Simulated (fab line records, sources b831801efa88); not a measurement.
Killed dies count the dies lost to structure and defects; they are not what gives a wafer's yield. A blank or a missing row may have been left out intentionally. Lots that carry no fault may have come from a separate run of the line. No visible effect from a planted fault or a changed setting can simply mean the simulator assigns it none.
fab line records -- flow sky130
record: lots: 13, wafers: 38, last_day: 50
route steps=708 shown VT_ADJUST_HVTP@93 VT_ADJUST_LVTN@115 LDD_LDN@302 LI_CONTACT@364
lots that met no fault: from a run of the same line without faults
start_h: hours from the record's opening day to when the first of the lot's shown wafers began -- wait_h: hours elapsed since this lot's preceding step -- " the same as in the row above -- L1.1+2: a single row standing in for several wafers -- - either no value or no given start -- * or withheld: withheld -- < > ~ a bound
route shown NAME@n: names a module that has steps shown in the file, with the first one's number in the route -- usual: mean/standard deviation taken from wafers without a fault -- same: alike in all rows -- chamber/n: place in a boat -- sites: per-site readings -- _std_site: the values' standard deviation -- _edge_site: the outer-site mean with the inner-site mean subtracted -- radius_mm: how far each site lies from the wafer's centre -- mask NAME#n: copy n -- behind: the last tool/chamber to shape the wafer -- hold: the reason the lot was held/the length of the hold in hours/how it ended -- device: transistor that didn't switch, given as n, p or np -- end of line: at the end of the route, the tests of the same wafers -- step lacking rows: just its recipe -- killed: at the first sort, the dies lost to defects and structure; wafer yield is something else -- map: the dies of a wafer, with x for killed, . for not killed, _ for no die there
set.NAME: the setting that was run; set.NAME@STEP: the one run at that earlier step -- model.NAME: the simulator's own value behind a step, which no gauge read
route steps across a sampled set of lots; one table per step, one row per wafer
services: from which hour (start_h, from the record's first day; less than 0 if before it) a tool's chamber was out of use, for how many hours, and why
== steps ==
step: SKY_VT_ADJUST_HVTP_OVL_MEAS_08
usual: VT_ADJUST_HVTP_OVL: -0.2/1.1
lot.wafer,tool,chamber,start_h,wait_h,VT_ADJUST_HVTP_OVL[nm]
L486.1,overlay-01,-,129.29,0.1,-1.8
L486.2,overlay-01,-,129.29,0.1,0.6
L486.5,overlay-01,-,129.29,0.1,-0.3
L487.2,overlay-02,-,136.65,0.1,-1.1
L487.4,overlay-02,-,136.65,0.1,-0.8
L487.5,overlay-02,-,136.65,0.1,-0.6
L489.1,overlay-02,-,167.44,0.1,-0.7
L489.2,overlay-02,-,167.44,0.1,0.9
L491.1,overlay-01,-,168.03,0.1,-3.8
L491.4,overlay-01,-,168.03,0.1,-1.0
L491.5,overlay-01,-,168.03,0.1,-2.2
L499.1,overlay-01,-,214.64,0.1,-0.4
L499.4,overlay-01,-,214.64,0.1,0.1
L499.6,overlay-01,-,214.64,0.1,1.1
L500.3,overlay-01,-,221.51,0.1,-0.8
L500.4,overlay-01,-,221.51,0.1,0.7
L500.5,overlay-01,-,221.51,0.1,1.4
L501.3,overlay-01,-,224.31,0.1,0.5
L501.4,overlay-01,-,224.31,0.1,-0.6
L501.6,overlay-01,-,224.31,0.1,-0.1
L502.2,overlay-01,-,231.08,0.1,0.4
L502.4,overlay-01,-,231.08,0.1,0.7
L502.6,overlay-01,-,231.08,0.1,0.1
L504.1,overlay-02,-,246.38,0.1,-0.2
L504.3,overlay-02,-,246.38,0.1,-0.7
L504.6,overlay-02,-,246.38,0.1,0.2
L505.1,overlay-02,-,252.00,0.1,1.4
L505.3,overlay-02,-,252.00,0.1,-0.5
L505.6,overlay-02,-,252.00,0.1,-0.1
L506.2,overlay-02,-,264.34,0.1,-0.5
L506.4,overlay-02,-,264.34,0.1,-0.1
L506.5,overlay-02,-,264.34,0.1,1.4
L507.1,overlay-02,-,265.21,0.1,0.0
L507.3,overlay-02,-,265.21,0.1,0.1
L507.4,overlay-02,-,265.21,0.1,0.2
L508.2,overlay-01,-,272.17,0.1,0.5
L508.3,overlay-01,-,272.17,0.1,-0.5
L508.4,overlay-01,-,272.17,0.1,1.3
step: SKY_VT_ADJUST_LVTN_OVL_MEAS_18
usual: VT_ADJUST_LVTN_01_OVL: 0.1/1.2
lot.wafer,tool,chamber,start_h,wait_h,VT_ADJUST_LVTN_01_OVL[nm]
L486.1,overlay-01,-,170.35,0.1,-0.5
L486.2,overlay-01,-,170.35,0.1,-1.6
L486.5,overlay-01,-,170.35,0.1,-0.4
L487.2,overlay-01,-,178.46,0.1,0.1
L487.4,overlay-01,-,178.46,0.1,1.5
L487.5,overlay-01,-,178.46,0.1,1.7
L489.1,overlay-02,-,211.46,0.1,0.1
L489.2,overlay-02,-,211.46,0.1,0.4
L491.1,overlay-01,-,211.85,0.1,-2.4
L491.4,overlay-01,-,211.85,0.1,0.7
L491.5,overlay-01,-,211.85,0.1,-0.9
L499.1,overlay-01,-,261.11,0.1,-1.6
L499.4,overlay-01,-,261.11,0.1,-1.2
L499.6,overlay-01,-,261.11,0.1,-2.0
L500.3,overlay-01,-,267.67,0.1,-0.7
L500.4,overlay-01,-,267.67,0.1,0.3
L500.5,overlay-01,-,267.67,0.1,-0.9
L501.3,overlay-02,-,272.22,0.1,0.7
L501.4,overlay-02,-,272.22,0.1,1.9
L501.6,overlay-02,-,272.22,0.1,0.4
L502.2,overlay-02,-,278.06,0.1,-0.3
L502.4,overlay-02,-,278.06,0.1,-0.9
L502.6,overlay-02,-,278.06,0.1,-0.2
L504.1,overlay-01,-,295.37,0.1,-0.1
L504.3,overlay-01,-,295.37,0.1,0.7
L504.6,overlay-01,-,295.37,0.1,-1.2
L505.1,overlay-02,-,302.80,0.1,-0.3
L505.3,overlay-02,-,302.80,0.1,0.1
L505.6,overlay-02,-,302.80,0.1,1.2
L506.2,overlay-02,-,314.21,0.1,2.0
L506.4,overlay-02,-,314.21,0.1,1.9
L506.5,overlay-02,-,314.21,0.1,0.9
L507.1,overlay-01,-,315.46,0.1,1.3
L507.3,overlay-01,-,315.46,0.1,1.0
L507.4,overlay-01,-,315.46,0.1,1.4
L508.2,overlay-01,-,323.01,0.1,0.9
L508.3,overlay-01,-,323.01,0.1,0.6
L508.4,overlay-01,-,323.01,0.1,1.6
step: SKY_LDD_LDN_TW_MEAS_13
usual: LDD_LDN_TW: 1473/8.8
lot.wafer,tool,chamber,start_h,wait_h,LDD_LDN_TW
L486.1,film_metro-02,-,546.76,0.1,1468
L486.2,film_metro-02,-,546.76,0.1,1482
L486.5,film_metro-02,-,546.76,0.1,1478
L487.2,film_metro-02,-,553.82,0.1,1473
L487.4,film_metro-02,-,553.82,0.1,1467
L487.5,film_metro-02,-,553.82,0.1,1472
L489.1,film_metro-02,-,590.21,0.1,1483
L489.2,film_metro-02,-,590.21,0.1,1474
L491.1,film_metro-04,-,591.81,0.1,1459
L491.4,film_metro-04,-,591.81,0.1,1458
L491.5,film_metro-04,-,591.81,0.1,1459
L499.1,film_metro-02,-,652.63,0.1,1473
L499.4,film_metro-02,-,652.63,0.1,1476
L499.6,film_metro-02,-,652.63,0.1,1478
L500.3,film_metro-01,-,659.58,0.1,1468
L500.4,film_metro-01,-,659.58,0.1,1469
L500.5,film_metro-01,-,659.58,0.1,1467
L501.3,film_metro-04,-,664.22,0.1,1470
L501.4,film_metro-04,-,664.22,0.1,1466
L501.6,film_metro-04,-,664.22,0.1,1474
L502.2,film_metro-04,-,673.04,0.1,1461
L502.4,film_metro-04,-,673.04,0.1,1466
L502.6,film_metro-04,-,673.04,0.1,1464
L504.1,film_metro-02,-,692.05,0.1,1489
L504.3,film_metro-02,-,692.05,0.1,1485
L504.6,film_metro-02,-,692.05,0.1,1495
L505.1,film_metro-01,-,700.28,0.1,1485
L505.3,film_metro-01,-,700.28,0.1,1496
L505.6,film_metro-01,-,700.28,0.1,1479
L506.2,film_metro-01,-,710.82,0.1,1480
L506.4,film_metro-01,-,710.82,0.1,1472
L506.5,film_metro-01,-,710.82,0.1,1485
L507.1,film_metro-01,-,714.00,0.1,1480
L507.3,film_metro-01,-,714.00,0.1,1482
L507.4,film_metro-01,-,714.00,0.1,1481
L508.2,film_metro-01,-,717.21,0.1,1481
L508.3,film_metro-01,-,717.21,0.1,1476
L508.4,film_metro-01,-,717.21,0.1,1473
step: SKY_LI_CONTACT_CMP_02
recipe: material: PSG, down_force_psi: 4, platen_rpm: 60, pad_velocity_m_s: 0.94248
usual: motor_current_A: 11.4/1.2, retaining_ring_pressure_frac: 1.000/0.0053, time_to_endpoint_s: 32.8/2.4
lot.wafer,tool,chamber,start_h,wait_h,motor_current_A,retaining_ring_pressure_frac,time_to_endpoint_s
L486.2,cmp-02,3,666.60,0.1,10.6,0.995,33.5
L486.1,cmp-02,0,666.60,0.1,12.3,1.013,33.2
L486.5,cmp-02,2,666.60,0.1,9.6,1.006,34.6
L487.4,cmp-01,2,673.42,0.0,10.2,0.989,35.2
L487.2,cmp-01,3,673.42,0.0,12.1,1.001,30.7
L487.5,cmp-01,3,673.42,0.0,11.3,1.004,25.2
L489.1,cmp-01,0,707.30,0.1,13.4,1.009,28.2
L489.2,cmp-01,2,707.30,0.1,9.9,1.004,30.9
L491.1,cmp-01,0,711.20,0.1,12.8,0.998,30.0
L491.4,cmp-01,1,711.20,0.1,11.7,1.001,32.1
L491.5,cmp-01,3,711.20,0.1,11.1,1.001,29.0
L499.1,cmp-02,0,767.41,0.3,12.7,1.004,34.9
L499.4,cmp-02,3,767.41,0.3,10.4,1.001,35.5
L499.6,cmp-02,1,767.41,0.3,11.7,0.999,34.4
L500.3,cmp-02,3,772.84,0.0,10.4,1.003,33.7
L500.4,cmp-02,0,772.84,0.0,13.0,0.999,38.3
L500.5,cmp-02,0,772.84,0.0,12.5,1.004,35.3
L501.4,cmp-02,1,778.46,0.0,11.7,1.002,34.0
L501.3,cmp-02,3,778.46,0.0,10.7,0.997,34.3
L501.6,cmp-02,1,778.46,0.0,11.9,1.003,35.9
L502.4,cmp-01,3,788.33,0.1,11.6,0.996,29.4
L502.2,cmp-01,1,788.33,0.1,12.1,0.998,32.3
L502.6,cmp-01,2,788.33,0.1,10.0,1.003,35.0
L504.3,cmp-01,0,806.71,0.4,12.6,0.995,32.6
L504.1,cmp-01,3,806.71,0.4,11.3,1.007,30.6
L504.6,cmp-01,0,806.71,0.4,12.9,1.002,33.1
L505.3,cmp-01,2,811.13,0.1,10.2,0.999,32.5
L505.1,cmp-01,0,811.13,0.1,13.3,0.994,31.7
L505.6,cmp-01,1,811.13,0.1,11.6,0.995,26.9
L506.2,cmp-01,1,822.90,0.1,11.8,1.001,30.7
L506.4,cmp-01,2,822.90,0.1,10.2,0.989,33.7
L506.5,cmp-01,3,822.90,0.1,11.3,0.994,31.4
L507.4,cmp-01,1,826.88,0.0,11.9,0.991,29.4
L507.3,cmp-01,2,826.88,0.0,10.4,0.993,33.3
L507.1,cmp-01,3,826.88,0.0,11.5,1.008,31.8
L508.2,cmp-01,0,828.96,0.1,12.3,0.999,32.5
L508.3,cmp-01,1,828.96,0.1,11.3,0.995,33.3
L508.4,cmp-01,2,828.96,0.1,10.0,1.001,36.4
step: SKY_LI_CONTACT_ETCH_15
recipe: target: PSG, chemistry: C4F8/O2/Ar, stop_on: Si, taper_deg: 4.15, mask_material: KrF-thick, source_w: 1500, bias_w: 1200, pressure_mtorr: 40, c4f8_flow_sccm: withheld, O2_flow_sccm: 6, Ar_flow_sccm: 300, time_s: withheld, target_depth_a: 6000
usual: oes_product_au: 0.836/0.0047
lot.wafer,tool,chamber,start_h,wait_h,oes_product_au
L486.1,rie_diel-02,0,695.00,0.0,0.833
L486.2,rie_diel-02,2,695.00,0.0,0.839
L486.5,rie_diel-02,0,695.00,0.0,0.841
L487.2,rie_diel-02,3,701.92,0.0,0.830
L487.4,rie_diel-02,0,701.92,0.0,0.833
L487.5,rie_diel-02,3,701.92,0.0,0.839
L489.1,rie_diel-02,1,736.45,0.0,0.884
L489.2,rie_diel-02,3,736.45,0.0,0.890
L491.1,rie_diel-03,0,739.65,0.0,0.871
L491.4,rie_diel-03,2,739.65,0.0,0.838
L491.5,rie_diel-03,1,739.65,0.0,0.827
L499.1,rie_diel-03,2,794.80,0.0,0.842
L499.4,rie_diel-03,3,794.80,0.0,0.840
L499.6,rie_diel-03,2,794.80,0.0,0.834
L500.3,rie_diel-02,2,801.05,0.0,0.838
L500.4,rie_diel-02,0,801.05,0.0,0.833
L500.5,rie_diel-02,1,801.05,0.0,0.837
L501.3,rie_diel-04,0,805.45,0.0,0.841
L501.4,rie_diel-04,3,805.45,0.0,0.842
L501.6,rie_diel-04,0,805.45,0.0,0.834
L502.2,rie_diel-04,2,815.50,0.0,0.845
L502.4,rie_diel-04,0,815.50,0.0,0.834
L502.6,rie_diel-04,3,815.50,0.0,0.840
L504.1,rie_diel-03,0,834.42,0.0,0.834
L504.3,rie_diel-03,2,834.42,0.0,0.845
L504.6,rie_diel-03,0,834.42,0.0,0.840
L505.1,rie_diel-03,3,838.61,0.0,0.837
L505.3,rie_diel-03,0,838.61,0.0,0.834
L505.6,rie_diel-03,1,838.61,0.0,0.841
L506.2,rie_diel-02,3,850.15,0.0,0.829
L506.4,rie_diel-02,1,850.15,0.0,0.837
L506.5,rie_diel-02,2,850.15,0.0,0.831
L507.1,rie_diel-02,1,854.10,0.0,0.833
L507.3,rie_diel-02,2,854.10,0.0,0.852
L507.4,rie_diel-02,3,854.10,0.0,0.835
L508.2,rie_diel-02,1,856.00,0.0,0.835
L508.3,rie_diel-02,0,856.00,0.0,0.833
L508.4,rie_diel-02,3,856.00,0.0,0.839
== services ==
tool,chamber,start_h,hours,kind
rie_diel-02,1,645.93,2.3,repair
rie_diel-03,2,651.07,12.0,repair
cmp-02,-,670.99,5.2,pm
cmp-02,-,684.45,5.5,repair
cmp-02,-,687.06,1.2,repair
cmp-02,-,710.32,1.0,repair
rie_diel-02,3,724.93,6.5,repair
cmp-02,-,731.66,4.1,pm
rie_diel-02,0,742.45,4.2,repair
cmp-01,-,744.00,4.0,pm
cmp-01,-,748.00,-,consumable_replace:conditioner
rie_diel-03,-,749.70,0.8,repair
cmp-01,-,766.01,3.7,pm
rie_diel-04,2,771.75,20.0,repair
rie_diel-02,-,795.79,0.6,repair
rie_diel-03,-,796.76,0.3,repair
cmp-02,-,805.09,4.1,repair
cmp-02,-,811.65,0.3,repair
rie_diel-02,-,815.16,4.3,pm
rie_diel-03,1,818.20,15.2,repair
cmp-02,-,820.57,6.8,repair
rie_diel-04,3,821.34,12.6,repair
cmp-02,-,834.81,2.2,repair
rie_diel-03,1,855.68,4.3,repair
== key ==
first_sign: step: SKY_LI_CONTACT_ETCH_15, reading: oes_product_au, direction: up, sigmas: 9.7, usual: 0.836, struck: 0.882
effect none on later readings
met_at SKY_LI_CONTACT_CMP_02
struck_lots L489,L491
struck_wafers L489.1,L489.2,L491.1
tester_left_out L489,L491
not_acting_at SKY_VT_ADJUST_HVTP_OVL_MEAS_08,SKY_VT_ADJUST_LVTN_OVL_MEAS_18,SKY_LDD_LDN_TW_MEAS_13
onset_between 673.42 707.30
fault: kind: process_parameter_drift, tool: cmp-01, chamber: -, onset_h: 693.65, steps: SKY_LI_CONTACT_CMP_02, channel: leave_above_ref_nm, offset: 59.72, shape: step, end_h: 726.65, scope: struck_wafers_only, acts_in: these_recipes_only, stated: 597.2
tester_left_out: of these lots the tester's yield and bins aren't shown, on N5 and GAA mostly nor the transistor test; their killed dies are dies lost to structure and defects alone, not to doping, threshold or leakage, so they don't give the yield
